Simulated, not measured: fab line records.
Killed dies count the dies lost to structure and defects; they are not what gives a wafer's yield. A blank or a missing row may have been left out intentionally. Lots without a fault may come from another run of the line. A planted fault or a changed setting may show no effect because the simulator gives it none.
fab line records	flow sky130
[record] lots = 13	wafers = 39	lastDay = 50
route steps=708 shown VT_ADJUST_LVTN@106 VT_ADJUST_NCORE@126 VT_ADJUST_HVTR@135 PAD_OPEN@708
lots untouched by any fault: they come from a run of this same line in which no faults occurred
startH: hours from the record's first day to the start of the lot's first wafer shown	waitH: hours since the lot's step before	" the same as in the row above	L1.1+2: several wafers, shown together as one row	- no value present, or no start provided	* or withheld: withheld	< > ~ a bound
route shown NAME@n: NAME is a module with steps in the file, n the number in the route of the first one	usual: the fault-free wafers' mean and standard deviation	same: alike in all rows	chamber/n: place in a boat	sites: readings site by site	_std_site: the standard deviation of these	_edge_site: inner sites' mean taken away from outer sites' mean	radiusMm: how far each site lies from the wafer's centre	mask NAME#n: copy n	behind: the last tool/chamber to shape the wafer	hold: why the lot went on hold/how many hours it stayed there/how the hold came to an end	device: the n, p or np transistor that did not switch	end of line: the route-end tests of the same wafers	step lacking rows: just its recipe	killed: at the first sort, the dies lost to defects and structure; wafer yield is something else	map: the dies of a wafer, with x for killed, . for not killed, _ for no die there
set.NAME: the run value of the setting; set.NAME@STEP: its run value at that earlier step	model.NAME: the simulator's own value behind a step, which no gauge read
steps of the route over a sample of lots; a table a step, a row a wafer
services: a tool's chamber out of use, with start hour (startH, from the record's first day; less than 0 if before it), hours out, and reason
[[steps]]
[step SKY_VT_ADJUST_LVTN_STRIP_09]
[recipe] chemistry = O2/N2	powerW = 1400	pressureMtorr = 1500	platenTempC = withheld	o2FlowSccm = 3000	n2FlowSccm = 300	overashFraction = 0.5
[usual] drypumpMotorCurrentA = 5.69/0.21	oesProductAu = 0.722/0.0052	stripTimeToEndpointS = 36.93/0.12
lot.wafer	tool	chamber	startH	waitH	drypumpMotorCurrentA	oesProductAu	rfHoursCounterH	stripTimeToEndpointS
L387.3	plasmaAsher-03	0	140.55	0.1	5.42	0.722	-	36.90
L387.5	"	0	"	"	5.39	0.725	-	36.86
L387.6	"	1	"	"	5.82	0.723	-	37.03
L388.1	plasmaAsher-04	0	146.37	0.1	5.68	0.723	2	36.89
L388.3	"	0	"	"	5.68	0.720	-	36.74
L388.6	"	0	"	"	5.70	0.730	-	36.80
L392.2	plasmaAsher-04	0	197.67	0.1	5.70	0.726	7	36.88
L392.4	"	0	"	"	5.70	0.726	-	36.93
L392.6	"	0	"	"	5.71	0.720	-	36.99
L394.3	plasmaAsher-02	0	205.35	0.1	5.88	0.721	-	36.61
L394.5	"	0	"	"	5.89	0.722	-	36.80
L394.6	"	1	"	"	5.74	0.717	-	36.78
L395.2	plasmaAsher-04	0	205.57	0.1	5.69	0.714	8	37.11
L395.3	"	1	"	"	5.31	0.709	-	37.03
L395.6	"	1	"	"	5.28	0.734	-	36.93
L397.2	plasmaAsher-03	0	211.12	0.1	5.37	0.726	52	36.84
L397.3	"	1	"	"	5.81	0.726	-	36.88
L397.6	"	0	"	"	5.38	0.722	-	36.76
L398.3	plasmaAsher-02	0	211.30	0.1	5.88	0.722	-	36.85
L398.4	"	1	"	"	5.70	0.734	-	36.86
L398.5	"	1	"	"	5.74	0.723	-	36.87
L399.1	plasmaAsher-02	0	230.91	0.1	5.91	0.723	51	37.11
L399.3	"	1	"	"	5.74	0.720	-	37.12
L399.4	"	0	"	"	5.90	0.734	-	37.12
L403.1	plasmaAsher-02	0	251.66	0.1	5.91	0.717	53	37.00
L403.2	"	1	"	"	5.73	0.725	53	37.05
L403.5	"	0	"	"	5.90	0.727	-	37.02
L405.2	plasmaAsher-02	0	266.17	0.1	5.92	0.728	55	36.86
L405.4	"	0	"	"	5.94	0.727	-	37.01
L405.5	"	1	"	"	5.72	0.730	-	36.90
L406.1	plasmaAsher-02	0	270.37	0.1	5.88	0.720	55	37.04
L406.2	"	1	"	"	5.72	0.720	55	36.98
L406.6	"	0	"	"	5.90	0.726	-	37.11
L407.1	plasmaAsher-04	1	275.46	0.1	5.31	0.720	15	36.90
L407.5	"	1	"	"	5.30	0.719	-	36.87
L407.6	"	0	"	"	5.72	0.717	-	36.78
L410.4	plasmaAsher-02	1	297.55	0.1	5.76	0.725	-	37.09
L410.5	"	1	"	"	5.74	0.717	-	37.30
L410.6	"	0	"	"	5.90	0.719	-	37.16
[step SKY_VT_ADJUST_NCORE_CD_MEAS_07]
[recipe] targetCdNm = 380
[usual] cdNm = 379.4/2.7
lot.wafer	tool	chamber	startH	waitH	cdNm
L387.3	cdSem-01	-	180.51	0.1	380.9
L387.5	"	-	"	"	382.7
L387.6	"	-	"	"	381.4
L388.1	cdSem-01	-	185.52	0.1	381.7
L388.3	"	-	"	"	382.0
L388.6	"	-	"	"	380.1
L392.2	cdSem-01	-	243.80	0.1	373.9
L392.4	"	-	"	"	376.1
L392.6	"	-	"	"	373.5
L394.3	cdSem-02	-	251.17	0.1	380.2
L394.5	"	-	"	"	379.1
L394.6	"	-	"	"	379.3
L395.2	cdSem-02	-	251.59	0.1	384.3
L395.3	"	-	"	"	385.7
L395.6	"	-	"	"	385.2
L397.2	cdSem-01	-	257.90	0.1	381.7
L397.3	"	-	"	"	381.0
L397.6	"	-	"	"	381.5
L398.3	cdSem-02	-	258.57	0.1	377.2
L398.4	"	-	"	"	374.3
L398.5	"	-	"	"	378.1
L399.1	cdSem-01	-	280.28	0.1	381.5
L399.3	"	-	"	"	383.3
L399.4	"	-	"	"	383.0
L403.1	cdSem-02	-	303.17	0.1	378.0
L403.2	"	-	"	"	382.0
L403.5	"	-	"	"	379.1
L405.2	cdSem-01	-	319.19	0.1	377.3
L405.4	"	-	"	"	380.0
L405.5	"	-	"	"	377.5
L406.1	cdSem-02	-	322.88	0.1	378.9
L406.2	"	-	"	"	378.6
L406.6	"	-	"	"	381.2
L407.1	cdSem-01	-	327.28	0.1	377.6
L407.5	"	-	"	"	375.9
L407.6	"	-	"	"	379.2
L410.4	cdSem-01	-	350.78	0.1	379.1
L410.5	"	-	"	"	379.2
L410.6	"	-	"	"	379.9
[step SKY_VT_ADJUST_NCORE_OVL_MEAS_08]
[usual] VT_ADJUST_NCORE_OVL = -1.9/1.6
lot.wafer	tool	chamber	startH	waitH	VT_ADJUST_NCORE_OVL[nm]
L387.3	overlay-02	-	180.60	0.1	-1.3
L387.5	"	-	"	"	-1.5
L387.6	"	-	"	"	-1.6
L388.1	overlay-01	-	185.64	0.1	-3.2
L388.3	"	-	"	"	-2.6
L388.6	"	-	"	"	-3.1
L392.2	overlay-01	-	243.90	0.1	-1.1
L392.4	"	-	"	"	-3.7
L392.6	"	-	"	"	-1.7
L394.3	overlay-02	-	251.26	0.1	-1.1
L394.5	"	-	"	"	-2.2
L394.6	"	-	"	"	-1.7
L395.2	overlay-01	-	251.70	0.1	-1.7
L395.3	"	-	"	"	-1.4
L395.6	"	-	"	"	-0.3
L397.2	overlay-02	-	258.01	0.1	-1.5
L397.3	"	-	"	"	-2.6
L397.6	"	-	"	"	-3.1
L398.3	overlay-02	-	258.66	0.1	-1.9
L398.4	"	-	"	"	-2.7
L398.5	"	-	"	"	-3.3
L399.1	overlay-02	-	280.40	0.1	-2.8
L399.3	"	-	"	"	-1.4
L399.4	"	-	"	"	-3.1
L403.1	overlay-02	-	303.29	0.1	-4.4
L403.2	"	-	"	"	-4.0
L403.5	"	-	"	"	-4.8
L405.2	overlay-02	-	319.30	0.1	-1.3
L405.4	"	-	"	"	0.5
L405.5	"	-	"	"	-1.1
L406.1	overlay-01	-	323.00	0.1	-4.3
L406.2	"	-	"	"	-3.5
L406.6	"	-	"	"	-2.9
L407.1	overlay-02	-	327.40	0.1	1.5
L407.5	"	-	"	"	-1.4
L407.6	"	-	"	"	-1.2
L410.4	overlay-01	-	350.86	0.1	-1.4
L410.5	"	-	"	"	-1.7
L410.6	"	-	"	"	-3.6
[step SKY_VT_ADJUST_HVTR_EXPOSE_04]
[recipe] maskId = HVTRM	targetCdNm = 380	na = 0.6	sourceShape = conventional	sigmaOuter = 0.6	doseMj = 150
[usual] exposureDoseMJCm2 = 149.94/0.13
lot.wafer	tool	chamber	startH	waitH	mask	exposureDoseMJCm2
L387.3	ilineStepper-02	0	192.85	-	HVTRM#0	149.95
L387.5	"	0	"	"	HVTRM#0	149.97
L387.6	"	0	"	"	HVTRM#0	150.03
L388.1	ilineStepper-01	0	198.21	-	HVTRM#0	150.09
L388.3	"	0	"	"	HVTRM#0	149.99
L388.6	"	0	"	"	HVTRM#0	150.13
L392.2	ilineStepper-01	0	255.53	-	HVTRM#0	149.82
L392.4	"	0	"	"	HVTRM#0	149.90
L392.6	"	0	"	"	HVTRM#0	150.03
L394.3	ilineStepper-01	0	264.12	-	HVTRM#0	149.91
L394.5	"	0	"	"	HVTRM#0	149.97
L394.6	"	0	"	"	HVTRM#0	149.74
L395.2	ilineStepper-02	0	264.88	-	HVTRM#0	149.91
L395.3	"	0	"	"	HVTRM#0	149.81
L395.6	"	0	"	"	HVTRM#0	149.93
L397.2	ilineStepper-01	0	270.80	-	HVTRM#0	149.92
L397.3	"	0	"	"	HVTRM#0	149.89
L397.6	"	0	"	"	HVTRM#0	149.92
L398.3	ilineStepper-02	0	271.85	-	HVTRM#0	149.98
L398.4	"	0	"	"	HVTRM#0	149.74
L398.5	"	0	"	"	HVTRM#0	149.83
L399.1	ilineStepper-01	0	294.46	-	HVTRM#0	149.86
L399.3	"	0	"	"	HVTRM#0	149.53
L399.4	"	0	"	"	HVTRM#0	149.85
L403.1	ilineStepper-01	0	316.61	-	HVTRM#0	149.98
L403.2	"	0	"	"	HVTRM#0	149.86
L403.5	"	0	"	"	HVTRM#0	149.85
L405.2	ilineStepper-01	0	332.80	-	HVTRM#0	156.77
L405.4	"	0	"	"	HVTRM#0	156.89
L405.5	"	0	"	"	HVTRM#0	156.80
L406.1	ilineStepper-01	0	336.18	-	HVTRM#0	156.96
L406.2	"	0	"	"	HVTRM#0	156.67
L406.6	"	0	"	"	HVTRM#0	156.96
L407.1	ilineStepper-01	0	340.23	-	HVTRM#0	156.98
L407.5	"	0	"	"	HVTRM#0	156.83
L407.6	"	0	"	"	HVTRM#0	156.83
L410.4	ilineStepper-02	0	365.48	-	HVTRM#0	149.89
L410.5	"	0	"	"	HVTRM#0	150.05
L410.6	"	0	"	"	HVTRM#0	150.22
[step SKY_VT_ADJUST_HVTR_CD_MEAS_07]
[recipe] targetCdNm = 380
[usual] cdNm = 379.9/2.9
lot.wafer	tool	chamber	startH	waitH	cdNm
L387.3	cdSem-01	-	204.19	0.2	377.4
L387.5	"	-	"	"	378.1
L387.6	"	-	"	"	378.0
L388.1	cdSem-01	-	209.14	0.1	382.4
L388.3	"	-	"	"	379.7
L388.6	"	-	"	"	381.3
L392.2	cdSem-01	-	267.94	0.1	381.0
L392.4	"	-	"	"	381.0
L392.6	"	-	"	"	381.5
L394.3	cdSem-01	-	276.26	0.1	381.3
L394.5	"	-	"	"	383.1
L394.6	"	-	"	"	381.8
L395.2	cdSem-01	-	277.19	0.1	380.1
L395.3	"	-	"	"	379.6
L395.6	"	-	"	"	380.9
L397.2	cdSem-01	-	283.35	0.1	382.0
L397.3	"	-	"	"	381.9
L397.6	"	-	"	"	386.1
L398.3	cdSem-01	-	284.13	0.1	376.3
L398.4	"	-	"	"	377.1
L398.5	"	-	"	"	375.8
L399.1	cdSem-02	-	307.12	0.1	385.9
L399.3	"	-	"	"	384.0
L399.4	"	-	"	"	385.8
L403.1	cdSem-01	-	330.34	0.2	383.3
L403.2	"	-	"	"	386.9
L403.5	"	-	"	"	384.8
L405.2	cdSem-01	-	345.40	0.1	394.3
L405.4	"	-	"	"	391.6
L405.5	"	-	"	"	390.2
L406.1	cdSem-01	-	349.42	0.1	392.9
L406.2	"	-	"	"	392.8
L406.6	"	-	"	"	392.2
L407.1	cdSem-01	-	353.87	0.1	393.4
L407.5	"	-	"	"	392.0
L407.6	"	-	"	"	389.4
L410.4	cdSem-01	-	379.58	0.1	383.7
L410.5	"	-	"	"	380.1
L410.6	"	-	"	"	386.0
[step SKY_PAD_OPEN_PROBE_99]
[usual] killed_at_M0_to_M3 = 42/6.2	killed_at_M4_up = 3.0/1.8	killedAtContacts = 25/5.9	killedAtFrontEnd = 15/4.5	killedAtOther = 0.2/0.45	killedDies = 85/9.9	killedOpen = 47/6.7	killedShort = 39/6.4
[same] grossDies = 492	killedAtBackSide = 0
lot.wafer	tool	chamber	startH	waitH	killed_at_M0_to_M3	killed_at_M4_up	killedAtContacts	killedAtFrontEnd	killedAtOther	killedDies	killedOpen	killedShort
L395.2	prober-01	-	1148.89	0.1	40	2	13	17	1	73	33	40
L395.3	prober-01	-	1148.94	0.2	46	3	23	11	1	84	46	38
L395.6	prober-01	-	1149.09	0.2	46	3	23	10	0	82	42	40
L398.3	prober-01	-	1151.94	0.2	47	3	26	23	0	99	56	43
L398.4	prober-01	-	1151.99	0.2	39	1	28	16	0	84	51	33
L398.5	prober-01	-	1152.04	0.2	59	5	26	25	1	116	64	52
L405.2	prober-01	-	1188.26	0.1	35	7	23	14	0	79	33	46
L405.4	prober-01	-	1188.36	0.2	50	6	29	20	0	105	57	48
L405.5	prober-01	-	1188.41	0.2	47	6	19	20	0	92	50	42
L406.1	prober-02	-	1189.65	0.1	37	8	30	14	0	89	45	44
L406.6	prober-02	-	1189.90	0.2	51	5	25	15	0	96	53	43
// killed by level:class
L395.2 METAL1:geometricParticle:short=10 FIELD_ISO:geometricParticle:open=5 FIELD_ISO:geometricParticle:short=5 CONTACT:geometricParticle:open=5 VIA1:geometricParticle:open=5 VIA2:geometricParticle:open=5 LI_CONTACT:geometricParticle:open=4 VIA2:geometricParticle:short=4
L395.3 VIA1:geometricParticle:open=10 CONTACT:geometricParticle:open=8 METAL2:geometricParticle:short=8 VIA1:geometricParticle:short=6 FIELD_ISO:geometricParticle:open=5 VIA2:geometricParticle:open=5 METAL1:geometricParticle:short=5 LI_CONTACT:geometricParticle:open=4
L395.6 VIA1:geometricParticle:open=10 VIA3:geometricParticle:open=9 METAL2:geometricParticle:short=7 CONTACT:geometricParticle:short=7 LI_CONTACT:geometricParticle:open=6 METAL1:geometricParticle:short=6 CONTACT:geometricParticle:open=5 VIA2:geometricParticle:open=5
L398.3 VIA1:geometricParticle:open=13 CONTACT:geometricParticle:open=12 METAL2:geometricParticle:short=9 FIELD_ISO:geometricParticle:open=6 POLY_GATE:geometricParticle:open=6 LI_CONTACT:geometricParticle:open=6 VIA2:geometricParticle:short=5 VIA2:geometricParticle:open=5
L398.4 VIA1:geometricParticle:open=12 CONTACT:geometricParticle:open=11 LI_CONTACT:geometricParticle:open=8 VIA2:geometricParticle:open=6 METAL1:geometricParticle:short=5 POLY_GATE:geometricParticle:open=4 CONTACT:geometricParticle:short=4 FIELD_ISO:geometricParticle:open=3
L398.5 VIA3:geometricParticle:open=16 FIELD_ISO:geometricParticle:open=10 LI_CONTACT:geometricParticle:open=9 VIA1:geometricParticle:open=8 CONTACT:geometricParticle:open=6 METAL2:geometricParticle:short=6 VIA2:geometricParticle:open=6 CONTACT:geometricParticle:short=5
L405.2 METAL1:geometricParticle:short=9 FIELD_ISO:geometricParticle:short=7 VIA1:geometricParticle:open=6 LI_CONTACT:geometricParticle:open=6 CONTACT:geometricParticle:open=6 METAL4:geometricParticle:short=6 LI_CONTACT:geometricParticle:short=5 VIA3:geometricParticle:open=5
L405.4 CONTACT:geometricParticle:open=9 METAL2:geometricParticle:short=9 LI_CONTACT:geometricParticle:open=8 VIA1:geometricParticle:open=8 VIA3:geometricParticle:open=8 VIA2:geometricParticle:open=6 FIELD_ISO:geometricParticle:short=5 METAL4:geometricParticle:short=5
L405.5 VIA1:geometricParticle:open=13 METAL2:geometricParticle:short=9 FIELD_ISO:geometricParticle:short=7 CONTACT:geometricParticle:short=6 CONTACT:geometricParticle:open=6 VIA3:geometricParticle:open=6 METAL1:geometricParticle:short=5 FIELD_ISO:geometricParticle:open=4
L406.1 CONTACT:geometricParticle:open=13 LI_CONTACT:geometricParticle:open=7 VIA1:geometricParticle:open=7 METAL2:geometricParticle:short=7 FIELD_ISO:geometricParticle:short=6 METAL1:geometricParticle:short=6 METAL4:geometricParticle:short=5 VIA2:geometricParticle:open=4
L406.6 VIA1:geometricParticle:open=11 CONTACT:geometricParticle:open=10 VIA3:geometricParticle:open=9 VIA2:geometricParticle:open=8 CONTACT:geometricParticle:short=7 METAL2:geometricParticle:short=6 VIA3:geometricParticle:short=5 FIELD_ISO:geometricParticle:open=4
[[services]]
tool	chamber	startH	hours	kind
plasmaAsher-04	0	117.75	-	clean
plasmaAsher-04	1	117.75	-	clean
ilineStepper-01	-	119.02	5.6	repair
ilineStepper-02	-	132.04	-	consumableReplace:lamp
plasmaAsher-04	-	184.22	1.3	repair
plasmaAsher-04	-	207.64	2.8	pm
ilineStepper-02	-	212.69	1.7	pm
plasmaAsher-03	-	214.92	2.8	pm
ilineStepper-02	-	225.04	16.5	repair
ilineStepper-01	-	241.52	1.7	pm
plasmaAsher-03	-	244.61	1.2	repair
plasmaAsher-04	-	260.87	4.3	pm
plasmaAsher-03	-	276.84	5.9	pm
plasmaAsher-04	-	326.17	12.9	pm
[[key]]
[firstSign] step = SKY_VT_ADJUST_HVTR_EXPOSE_04	reading = exposureDoseMJCm2	direction = up	sigmas = 54	usual = *	struck = *
[effect] step = SKY_VT_ADJUST_HVTR_CD_MEAS_07	reading = cdNm	direction = up	sigmas = 4.1	usual = 379.9	struck = 392.1
metAt SKY_VT_ADJUST_HVTR_EXPOSE_04
struckLots L405,L406,L407
rowsEnd L406.2
testerLeftOut L405,L406,L407
notActingAt SKY_VT_ADJUST_LVTN_STRIP_09,SKY_VT_ADJUST_NCORE_CD_MEAS_07,SKY_VT_ADJUST_NCORE_OVL_MEAS_08
onsetBetween 316.61 332.80
[fault] kind = processParameterDrift	tool = ilineStepper-01	chamber = -	onsetH = 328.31	steps = SKY_VT_ADJUST_HVTR_EXPOSE_04	channel = doseMj	offset = 6.8957	shape = step	actsIn = theseRecipesOnly	stated = 150
// testerLeftOut: of these lots the tester's yield and bins aren't shown, on N5 and GAA mostly nor the transistor test; their killed dies are dies lost to structure and defects alone, not to doping, threshold or leakage, so they don't give the yield
// rowsEnd: these wafers met a further fault down the route, and their rows from its step on are left out
